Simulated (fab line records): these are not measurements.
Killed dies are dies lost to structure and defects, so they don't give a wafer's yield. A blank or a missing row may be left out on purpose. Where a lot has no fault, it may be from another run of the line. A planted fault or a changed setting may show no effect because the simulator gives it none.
One fault through the eyes of 2 desks -- flow sky130 -- what lay behind the numbers comes last; until then each desk has only its own

== AT THE METROLOGY DESK ==
Lot by lot, what the gauges showed, no matter which tool ran the lot: averages of those sampled wafers that carry a number. Marked OUT: a lot whose mean sits more than 4 standard deviations from the usual mean, which makes it out of limits; the brackets give that distance.
Columns: A = VT_ADJUST_HVTR_OVL at SKY_VT_ADJUST_HVTR_OVL_MEAS_08, usual 0.9 nm; B = VT_ADJUST_HVTR_TW at SKY_VT_ADJUST_HVTR_TW_MEAS_11, usual 212.4; C = SONOS_TUNNEL_OVL at SKY_SONOS_TUNNEL_OVL_MEAS_08, usual -0.3 nm
lot,first seen here,A,B,C
L591,day 9 10:26,-0.5,211.1,0.0
L592,day 9 20:02,0.5,212.1,-1.6
L594,day 10 19:20,0.5,212.9,0.5
L600,day 12 06:17,0.9,213.3,-0.6
L603,day 13 04:08,1.5,212.2,-0.3
L604,day 13 12:32,-0.0,212.0,-0.2
L605,day 13 19:37,0.2,212.1,-1.8
L607,day 14 08:03,-0.7,193.6 (-24) OUT,0.8
L608,day 14 15:23,-0.8,195.2 (-22) OUT,0.2
L609,day 14 22:39,1.8,193.3 (-24) OUT,0.2
L611,day 15 13:47,0.5,212.7,-0.4
L614,day 16 16:03,2.3,212.6,-2.7
This desk's result: L607, L608, L609 out of limits, first on L607 (VT_ADJUST_HVTR_TW at SKY_VT_ADJUST_HVTR_TW_MEAS_11), day 14 08:20. In limits: L591, L592, L594, L600, L603, L604, L605, L611, L614.

== AT THE TOOL OWNER'S DESK: implanter-04 ==
For each lot that ran on this tool, the mean over its sampled wafers that have a number, from the tool's own readings at SKY_VT_ADJUST_HVTR_IMPLANT_09. Marked OUT: a lot whose mean sits more than 4 standard deviations from the usual mean, which makes it out of limits; the brackets give that distance.
Columns: A = dose ions cm2 at SKY_VT_ADJUST_HVTR_IMPLANT_09, usual 2.0994e+12; B = faraday current uA at SKY_VT_ADJUST_HVTR_IMPLANT_09, usual 11.84
lot,first seen here,A,B
L591,day 9 10:31,2.0989e+12,11.91
L594,day 10 19:23,2.1003e+12,11.64
L604,day 13 12:36,2.0974e+12,11.86
L605,day 13 19:40,2.0982e+12,11.96
L607,day 14 08:05,1.5211e+12 (-99 or more) OUT,8.50 (-15) OUT
L608,day 14 15:25,1.5189e+12 (-99 or more) OUT,8.53 (-14) OUT
L609,day 14 22:41,1.5187e+12 (-99 or more) OUT,8.73 (-14) OUT
This desk's finding: out of limits on L607, L608, L609; first on L607, day 14 08:05 (dose ions cm2 at SKY_VT_ADJUST_HVTR_IMPLANT_09). In limits: L591, L594, L604, L605.

== BROUGHT TOGETHER ==
At day 14 08:05, on L607, L608, L609, the tool owner's desk was in a position to raise an alarm.
L607, L608, L609 would have let the metrology desk raise an alarm at day 14 08:20.
The lots listed all ran SKY_VT_ADJUST_HVTR_IMPLANT_09 on implanter-04.

== WHAT HAD BEEN PUT IN BY THE SIMULATOR ==
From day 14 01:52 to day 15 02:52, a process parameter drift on implanter-04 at SKY_VT_ADJUST_HVTR_IMPLANT_09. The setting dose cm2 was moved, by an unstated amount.
Struck lots among those shown: L607, L608, L609.
Time in hours from fault onset to the first out-of-limits reading at each desk: tool owner's desk 6, metrology desk 6.
